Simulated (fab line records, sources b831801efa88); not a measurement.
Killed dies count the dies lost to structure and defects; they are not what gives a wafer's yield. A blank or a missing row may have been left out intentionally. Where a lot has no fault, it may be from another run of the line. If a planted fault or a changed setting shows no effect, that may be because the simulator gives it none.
Which tool is to blame?	flow gf180mcu	Sampling: 11 lots, 33 wafers, 2 of 602 route steps

WHAT EACH GAUGE READ, for each wafer
GF_V3_CD_MEAS_14 targets a cd of 260 nm.
lot	measured	on	cdNm (nm)
L188	day 23 04:13	cdSem-01	261.4 262.8 261.0
L189	day 23 21:52	cdSem-02	260.1 261.5 260.2
L190	day 24 03:23	cdSem-02	261.8 262.5 262.7
L191	day 24 14:05	cdSem-02	260.5 260.2 259.9
L192	day 25 06:39	cdSem-02	260.2 259.8 258.6
L196	day 26 07:52	cdSem-02	261.2 259.6 259.6
L197	day 26 15:35	cdSem-02	260.6 260.4 260.4
L198	day 26 18:59	cdSem-02	259.1 259.8 259.9
L205	day 28 21:56	cdSem-01	261.2 261.3 262.1
L207	day 29 10:19	cdSem-02	260.3 261.7 259.7
L208	day 29 13:49	cdSem-01	260.2 259.7 260.6

WHAT TOOL EACH LOT RAN ON (gives the tool, then ch and the chambers of the sampled wafers, and finally the start)
lot	GF_M3_STRIP_17
L188	plasmaAsher-04 ch 0,1, day 22 04:22
L189	plasmaAsher-03 ch 1, day 22 22:31
L190	plasmaAsher-04 ch 0,1, day 23 03:16
L191	plasmaAsher-01 ch 0,1, day 23 14:55
L192	plasmaAsher-03 ch 0,1, day 24 07:31
L196	plasmaAsher-03 ch 0,1, day 25 10:08
L197	plasmaAsher-01 ch 0,1, day 25 17:19
L198	plasmaAsher-03 ch 0,1, day 25 21:19
L205	plasmaAsher-04 ch 0,1, day 28 02:13
L207	plasmaAsher-04 ch 0,1, day 28 12:49
L208	plasmaAsher-04 ch 0,1, day 28 17:04
- GF_M3_STRIP_17: strips in O2/N2.

THE ANSWER, worked out from the rows above alone
Rule: what is usual is taken from the lots themselves. The widest of any qualifying gaps counts: lots, ordered by their means at a reading, are off when they make up no more than a third of the lots, leave a main group of 4 or more, and stand apart from it by 3 or more times the standard deviation of that group's means. Not used: any main group whose means are identical at the precision the tables above print for the reading. Also off: a lot with no number at a reading for which 4 or more lots have one. Any other lot the step has rows for is counted as sound.
Across all readings shown, no lot is off: no conclusion can be drawn from this.

WHAT HAD BEEN PUT IN BY THE SIMULATOR
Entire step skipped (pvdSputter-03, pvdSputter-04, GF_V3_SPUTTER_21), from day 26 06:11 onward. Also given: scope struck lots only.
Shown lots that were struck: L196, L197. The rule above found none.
